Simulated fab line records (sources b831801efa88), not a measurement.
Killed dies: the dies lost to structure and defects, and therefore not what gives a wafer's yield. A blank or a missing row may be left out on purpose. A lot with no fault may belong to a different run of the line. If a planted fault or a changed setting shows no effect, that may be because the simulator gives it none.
One fault through the eyes of 2 desks || flow gf180mcu || only its own numbers are on each desk; what lay behind them is given at the end

## THE TOOL OWNER'S DESK: cvd_w-02
The tool's own readings at GF_V2_CVD_23 (deposits W, target thk 350 nm, time 104.94 s): means of the sampled wafers that have a number, for each lot that ran on this tool. The brackets show how far a lot's mean lies from the usual mean; more than 4 standard deviations puts the lot out of limits, marked OUT.
Columns: A = heater_power_outer_w at GF_V2_CVD_23, usual 543 W; B = heater_power_w at GF_V2_CVD_23, usual 891 W; C = susceptor_temp_C at GF_V2_CVD_23, usual 399.99 C
{"lot": "L149", "first seen here": "day 20 11:23", "A": 569, "B": 887, "C": 400.21}
{"lot": "L150", "first seen here": "day 20 20:46", "A": 557, "B": 877, "C": 399.99}
{"lot": "L162", "first seen here": "day 25 00:58", "A": 623, "B": 996, "C": "416.18 (+77) OUT"}
{"lot": "L164", "first seen here": "day 25 19:22", "A": "640 (+4.2) OUT", "B": 1011, "C": "416.39 (+78) OUT"}
Finding of this desk: L162, L164 out of limits; the first was L162 at day 25 00:58, on susceptor_temp_C at GF_V2_CVD_23. L149, L150: within limits.

## AT THE METROLOGY DESK
Lot by lot, what the gauges showed, no matter which tool ran the lot: averages of those sampled wafers that carry a number. The brackets show how far a lot's mean lies from the usual mean; more than 4 standard deviations puts the lot out of limits, marked OUT.
Columns: A = V2_CVD_00_THK at GF_V2_THK_MEAS_01, usual 597 nm; B = cd_nm at GF_V2_CD_MEAS_14, usual 260.0 nm; C = V2_W_RS at GF_V2_RS_MEAS_24, usual 0.328 ohm/sq; D = V2_W_THK at GF_V2_THK_MEAS_25, usual 354 nm
{"lot": "L149", "first seen here": "day 19 09:46", "A": 587, "B": 259.9, "C": 0.331, "D": 349}
{"lot": "L150", "first seen here": "day 19 19:23", "A": 606, "B": 260.3, "C": 0.334, "D": 350}
{"lot": "L151", "first seen here": "day 20 10:10", "A": 603, "B": 259.3, "C": 0.326, "D": 355}
{"lot": "L156", "first seen here": "day 22 04:50", "A": 601, "B": 258.1, "C": 0.328, "D": 358}
{"lot": "L162", "first seen here": "day 24 01:52", "A": 597, "B": 260.9, "C": "0.249 (-17) OUT", "D": "472 (+21) OUT"}
{"lot": "L164", "first seen here": "day 24 20:55", "A": 588, "B": 259.0, "C": "0.246 (-17) OUT", "D": "470 (+20) OUT"}
{"lot": "L165", "first seen here": "day 25 04:17", "A": 591, "B": 261.5, "C": 0.321, "D": 360}
{"lot": "L169", "first seen here": "day 26 09:27", "A": 595, "B": 260.6, "C": 0.322, "D": 361}
{"lot": "L171", "first seen here": "day 27 01:35", "A": 592, "B": 260.9, "C": 0.324, "D": 355}
{"lot": "L172", "first seen here": "day 27 08:21", "A": 600, "B": 260.7, "C": 0.327, "D": 355}
Finding of this desk: L162, L164 out of limits, first seen on L162 at day 25 01:05 (V2_W_RS at GF_V2_RS_MEAS_24). L149, L150, L151, L156, L165, L169, L171, L172: within limits.

## ALL TOGETHER
The tool owner's desk could have raised an alarm at day 25 00:58, on L162, L164.
L162, L164 would have let the metrology desk raise an alarm at day 25 01:05.
On cvd_w-02, each named lot ran GF_V2_CVD_23.

## WHAT THE SIMULATOR PUT IN
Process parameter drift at GF_V2_CVD_23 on cvd_w-02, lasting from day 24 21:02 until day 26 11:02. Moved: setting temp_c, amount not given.
Struck lots among those shown: L162, L164.
Delay (hours) between the fault's onset and each desk's first out-of-limits reading: 4 at the tool owner's desk, 4 at the metrology desk.
